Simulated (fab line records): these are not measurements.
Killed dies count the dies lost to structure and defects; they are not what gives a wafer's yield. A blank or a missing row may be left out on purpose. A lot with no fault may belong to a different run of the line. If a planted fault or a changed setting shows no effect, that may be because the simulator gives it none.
Chamber matching || flow sky130 || SKY_FIELD_ISO_CMP_27 on cmp-02 has 3 sister chambers
The step polishes, stops on Si3N4, t overpolish 16 s, target thk 457.8 nm. 6 wafers are shown with their chamber, then 5 later ones without.

WAFERS PAIRED WITH THEIR CHAMBERS
{"wafer": "L800.4", "chamber": 0, "motor current A (A)": 15.7, "time to endpoint s (s)": 121}
{"wafer": "L800.5", "chamber": 3, "motor current A (A)": 10.3, "time to endpoint s (s)": 104}
{"wafer": "L801.1", "chamber": 0, "motor current A (A)": 15.5, "time to endpoint s (s)": 111}
{"wafer": "L801.4", "chamber": 2, "motor current A (A)": 12.8, "time to endpoint s (s)": 105}
{"wafer": "L801.5", "chamber": 3, "motor current A (A)": 10.7, "time to endpoint s (s)": 100}
{"wafer": "L802.2", "chamber": 2, "motor current A (A)": 12.8, "time to endpoint s (s)": 112}

WAFERS WITH NO CHAMBER GIVEN
{"wafer": "L802.3", "motor current A (A)": 11.3, "time to endpoint s (s)": 107}
{"wafer": "L803.3", "motor current A (A)": 10.5, "time to endpoint s (s)": 110}
{"wafer": "L803.5", "motor current A (A)": 12.6, "time to endpoint s (s)": 107}
{"wafer": "L807.3", "motor current A (A)": 12.7, "time to endpoint s (s)": 106}
{"wafer": "L807.5", "motor current A (A)": 12.7, "time to endpoint s (s)": 108}

WHICH CHAMBER EACH WENT THROUGH
{"wafer": "L802.3", "from the rows above": 3, "in truth": 3}
{"wafer": "L803.3", "from the rows above": 3, "in truth": 3}
{"wafer": "L803.5", "from the rows above": 2, "in truth": 2}
{"wafer": "L807.3", "from the rows above": 2, "in truth": 2}
{"wafer": "L807.5", "from the rows above": 2, "in truth": 2}
Placed correctly: 5 of 5. Not placeable from these rows: 0. Wrongly placed: 0.
How it was worked out, from the rows above alone: a wafer's distance from a chamber is the root of the sum, over the readings, of the square of ((its reading less the chamber's mean) divided by the reading's scatter). If the next closest chamber is less than 2 further off than the closest, the wafer can't be placed; otherwise it belongs to the closest. The mean given for a chamber averages the wafers shown for that chamber. The scatter is the square root of a quotient: the sum, over the shown wafers, of each reading's squared deviation from its chamber's mean, divided by wafers minus chambers.
